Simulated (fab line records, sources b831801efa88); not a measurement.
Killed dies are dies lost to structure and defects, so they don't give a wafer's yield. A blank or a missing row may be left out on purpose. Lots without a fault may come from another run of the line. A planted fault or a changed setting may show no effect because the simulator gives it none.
Which tool did it? | flow gf180mcu | 14 lots, 42 wafers sampled, at 4 steps of a route of 602

WHAT THE GAUGES READ, wafer by wafer
GF_V3_THK_MEAS_01.
lot  | measured     | on            | V3_CVD_00_THK (nm)
L292 | day 21 10:00 | film_metro-04 | 605 588 609
L293 | day 22 03:44 | film_metro-03 | 591 596 591
L295 | day 22 19:06 | film_metro-03 | 602 607 602
L296 | day 23 04:30 | film_metro-02 | 605 590 590
L297 | day 23 16:56 | film_metro-02 | 602 608 590
L300 | day 24 21:55 | film_metro-04 | 607 604 604
L302 | day 24 23:16 | film_metro-03 | 603 592 590
L303 | day 25 11:25 | film_metro-03 | 597 594 593
L304 | day 25 13:43 | film_metro-04 | 607 599 608
L305 | day 26 08:14 | film_metro-03 | 592 592 595
L306 | day 26 09:19 | film_metro-04 | 607 602 602
L312 | day 27 17:56 | film_metro-03 | 598 604 599
L311 | day 27 22:53 | film_metro-03 | 595 599 593
L313 | day 28 00:56 | film_metro-04 | 594 599 605

GF_TOP_METAL_CD_MEAS_14: target cd 440 nm.
lot  | measured     | on        | cd_nm (nm)
L292 | day 28 01:20 | cd_sem-02 | 440.6 441.1 441.8
L293 | day 28 17:04 | cd_sem-01 | 441.7 441.2 440.4
L295 | day 29 04:59 | cd_sem-01 | 441.8 441.9 441.1
L296 | day 29 13:40 | cd_sem-01 | 437.6 437.9 436.4
L297 | day 29 23:06 | cd_sem-01 | 437.8 441.3 438.5
L300 | day 31 00:08 | cd_sem-02 | 437.1 436.5 435.5
L302 | day 31 01:22 | cd_sem-01 | 434.7 435.0 436.6
L303 | day 31 10:53 | cd_sem-02 | 438.6 441.7 439.0
L304 | day 31 14:00 | cd_sem-01 | 439.2 437.3 437.2
L305 | day 32 05:23 | cd_sem-01 | 438.7 439.6 440.8
L306 | day 32 05:41 | cd_sem-01 | 439.8 438.2 437.3
L312 | day 33 07:25 | cd_sem-02 | 438.5 439.8 438.8
L311 | day 33 12:22 | cd_sem-02 | 440.0 436.4 436.8
L313 | day 33 15:05 | cd_sem-01 | 442.1 442.6 442.2

WHICH TOOL RAN EACH LOT (tool, then ch and the chambers of the sampled wafers, then the start)
lot  | GF_CONTACT_STRIP_18                  | GF_V4_CVD_23
L292 | plasma_asher-02 ch 0,1, day 16 05:07 | cvd_w-01 ch 0,1, day 24 11:01
L293 | plasma_asher-01 ch 0,1, day 16 19:55 | cvd_w-01 ch 0,1, day 25 04:36
L295 | plasma_asher-01 ch 0, day 17 12:19   | cvd_w-01 ch 1, day 25 16:41
L296 | plasma_asher-02 ch 0,1, day 17 20:43 | cvd_w-01 ch 0, day 26 02:07
L297 | plasma_asher-02 ch 0,1, day 18 10:43 | cvd_w-01 ch 0, day 26 13:19
L300 | plasma_asher-04 ch 0,1, day 19 18:43 | cvd_w-01 ch 0,1, day 27 16:34
L302 | plasma_asher-01 ch 0,1, day 19 19:28 | cvd_w-01 ch 0,1, day 27 16:43
L303 | plasma_asher-01 ch 0,1, day 20 11:04 | cvd_w-01 ch 0,1, day 28 03:43
L304 | plasma_asher-01 ch 0,1, day 20 12:22 | cvd_w-02 ch 0,1, day 28 06:19
L305 | plasma_asher-04 ch 0,1, day 21 10:18 | cvd_w-02 ch 0,1, day 28 23:31
L306 | plasma_asher-02 ch 0,1, day 21 11:28 | cvd_w-01 ch 0,1, day 29 00:41
L312 | plasma_asher-01 ch 0,1, day 23 01:13 | cvd_w-02 ch 0,1, day 30 07:35
L311 | plasma_asher-02 ch 0,1, day 23 04:32 | cvd_w-01 ch 0,1, day 30 12:20
L313 | plasma_asher-01 ch 0,1, day 23 07:58 | cvd_w-01 ch 0,1, day 30 13:58
- GF_CONTACT_STRIP_18: strips in O2/N2.
- GF_V4_CVD_23: deposits W, target thk 350 nm, time 104.9 s.

WHAT THE TOOLS THEMSELVES READ (means of the sampled wafers that have a number; where no wafer has one, the mark that the record gives instead)
GF_CONTACT_STRIP_18.
lot  | tool            | drypump_motor_current_A (A) | heater_power_w (W) | oes_product_au (a.u.)
L292 | plasma_asher-02 | 5.6                         | 350                | 0.583
L293 | plasma_asher-01 | 5.4                         | 307                | 0.581
L295 | plasma_asher-01 | 5.6                         | 301                | 0.580
L296 | plasma_asher-02 | 5.6                         | 347                | 0.579
L297 | plasma_asher-02 | 5.6                         | 358                | 0.579
L300 | plasma_asher-04 | 6.0                         | 300                | 0.581
L302 | plasma_asher-01 | 5.5                         | 308                | 0.583
L303 | plasma_asher-01 | 5.4                         | 310                | 0.583
L304 | plasma_asher-01 | 5.4                         | 307                | 0.583
L305 | plasma_asher-04 | 6.0                         | 309                | 0.577
L306 | plasma_asher-02 | 5.7                         | 349                | 0.585
L312 | plasma_asher-01 | 5.4                         | 307                | 0.579
L311 | plasma_asher-02 | 5.6                         | 351                | 0.580
L313 | plasma_asher-01 | 5.4                         | 308                | 0.580

GF_V4_CVD_23.
lot  | tool     | heater_power_w (W)
L292 | cvd_w-01 | 786
L293 | cvd_w-01 | 787
L295 | cvd_w-01 | 826
L296 | cvd_w-01 | 744
L297 | cvd_w-01 | 735
L300 | cvd_w-01 | 793
L302 | cvd_w-01 | 800
L303 | cvd_w-01 | 803
L304 | cvd_w-02 | 814
L305 | cvd_w-02 | 804
L306 | cvd_w-01 | 805
L312 | cvd_w-02 | 812
L311 | cvd_w-01 | 800
L313 | cvd_w-01 | 776

THE ANSWER, worked out from the rows above alone
Rule: what is usual is taken from the lots themselves. Put in order of their means at a reading, lots are off if they are a third of the lots or fewer, leave a main group of 4 or more, and stand apart from it by a gap of 3 or more times the standard deviation of the main group's means; of several such gaps the widest counts. A main group whose means are all the same, to the digits that the tables above print for the reading, isn't used. A lot without any number at a reading at which 4 lots or more have one is off too. The other lots that the step has rows for count as sound. The gauges are gone through in route order, then the tools' own readings, and for those a lot's mean is taken as printed above. The first step at which some lot is off is used, and at that step the reading that is off furthest; a lot without a number counts as furthest.
No lot is off at any reading shown: from this, nothing can be told.

WHAT THE SIMULATOR HAD PUT IN
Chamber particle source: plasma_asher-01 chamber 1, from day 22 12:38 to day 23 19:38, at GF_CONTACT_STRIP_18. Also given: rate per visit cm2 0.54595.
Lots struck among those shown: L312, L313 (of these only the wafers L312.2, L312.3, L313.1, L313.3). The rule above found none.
